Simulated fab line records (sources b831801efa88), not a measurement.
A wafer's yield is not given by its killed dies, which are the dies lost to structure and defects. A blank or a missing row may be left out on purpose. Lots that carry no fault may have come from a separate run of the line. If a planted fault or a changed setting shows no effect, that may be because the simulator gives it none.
Code-filled problem report in 8D (eight disciplines) form || flow sky130 || the parts of the form that need people (team, actions taken, sign-off) are left out

## 1. WHAT WENT WRONG
killed_at_M4_up at SKY_PAD_OPEN_PROBE_99 reads a mean of 50.0 on 3 wafers of 2 lots; wafers without a fault read 2.9 with a standard deviation of 1.7. Measured from the usual mean, that is +28 standard deviations.
First observed at day 49 12:43: wafer L785.3, on prober-02. The record has a number at this step for 33 wafers belonging to 11 lots. Rule for "out" (also "out of limits"): further than 4 standard deviations from the usual mean. All remaining wafers that have a number are taken as sound.

## 2. WHAT IT IS, AND WHAT IT ISN'T
{"question": "which readings at this step", "is": "killed_at_M4_up, sort_bin_3_pad_short", "is not": "killed at contacts, killed at front end, killed open, sort_bin_6_memory"}
{"question": "which lots", "is": "L785, L787", "is not": "L769, L771, L772, L773, L774, L775, L776, L777, L779"}
{"question": "which wafers of those lots", "is": "L785.3, L785.6, L787.2", "is not": "L785.1, L787.3, L787.5"}
{"question": "read on which tools", "is": "prober-01, prober-02", "is not": "-"}
{"question": "when", "is": "from day 49 12:43", "is not": "up to then (28 sound wafers); but 2 sound wafers of L787 came after"}

## 3. THE SUSPECTS, EACH WITH WHAT RULES IT OUT
Counting: a tool at a process step up to the reading stays a suspect if it ran every lot that is out. Sound lots after the first of them don't rule it out here, since some wafers of a struck lot are sound.
- hdpcvd-02 at SKY_VIA4_HDPCVD_00 (deposits SiO2, target thk 1750 nm, time 291.7 s): kept. Ran every lot that is out, first one L785 (day 46 04:38); last sound lot up to then L774 (day 43 15:33).
- rie diel-02 at SKY_PAD_OPEN_ETCH_07 (etches the open film in CF4/O2, stops on AlCu, target depth 725 nm, time 161.1 s): kept. Ran every lot that is out, first one L785 (day 49 10:14); last sound lot up to then L772 (day 46 08:53).
- Within hdpcvd-02 at SKY_VIA4_HDPCVD_00: the wafers that are out ran in chamber 1; their sound lot-mates ran in chambers 0, 2.
- Within rie diel-02 at SKY_PAD_OPEN_ETCH_07: the wafers that are out ran in chambers 0, 2, 3; their sound lot-mates ran in chamber 1.
The count leaves rie diel-02 at SKY_PAD_OPEN_ETCH_07 and hdpcvd-02 at SKY_VIA4_HDPCVD_00.

## 4. THE CAUSE (what the simulator had put in)
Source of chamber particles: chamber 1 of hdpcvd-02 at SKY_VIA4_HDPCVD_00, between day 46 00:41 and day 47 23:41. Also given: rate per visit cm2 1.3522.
Counting left 2 suspects, and this tool is among them.

## 5. THE EFFECT CHAIN, in route order
One row per reading whose mean, taken over the struck wafers that have a number, lies over 3 standard deviations from the usual. Only readings whose record carries a usual standard deviation are examined. hours: median over the lots of the time between each lot's start at the first step of this table that gives one and its start at this step. sigmas: the change, counted in usual standard deviations.
{"hours": 0, "step": "SKY_PAD_OPEN_PROBE_99", "reading": "defect limited yield", "usual": "82.3 %", "on struck wafers": 73.6, "change": -8.7, "sigmas": -4.4}
{"hours": 0, "step": "SKY_PAD_OPEN_PROBE_99", "reading": "killed_at_M4_up", "usual": 2.9, "on struck wafers": 50.0, "change": "+47.1", "sigmas": "+28"}
{"hours": 0, "step": "SKY_PAD_OPEN_PROBE_99", "reading": "killed dies", "usual": 87, "on struck wafers": 130, "change": "+43", "sigmas": "+4.3"}
{"hours": 0, "step": "SKY_PAD_OPEN_PROBE_99", "reading": "sort_bin_3_pad_short", "usual": "0.9 %", "on struck wafers": 3.8, "change": "+2.9", "sigmas": "+6.8"}
{"hours": 0, "step": "SKY_PAD_OPEN_PROBE_99", "reading": "sort_bin_5_function", "usual": "10.4 %", "on struck wafers": 15.1, "change": "+4.7", "sigmas": "+3.1"}
{"hours": 0, "step": "SKY_PAD_OPEN_PROBE_99", "reading": "sort n pass", "usual": 405, "on struck wafers": 362, "change": -43, "sigmas": -4.3}
{"hours": 0, "step": "SKY_PAD_OPEN_PROBE_99", "reading": "sort yield pct", "usual": "82.3 %", "on struck wafers": 73.6, "change": -8.7, "sigmas": -4.4}
Here are the process steps it includes:
- SKY_PAD_OPEN_PROBE_99

## 6. HOW IT WOULD HAVE BEEN CAUGHT EARLIER
The fault began at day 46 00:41; the first out-of-limits reading in this record came at day 49 12:43, 84 hours later.
Tool readings at SKY_VIA4_HDPCVD_00 with a usual standard deviation given in the record: none out on any struck wafer, hence no alarm at a limit of 4 standard deviations on them.
Each of the lots that are out, 2 in all, had begun SKY_VIA4_HDPCVD_00 on hdpcvd-02 no later than day 49 12:43. None of them would have been spared by holding the tool at that moment.
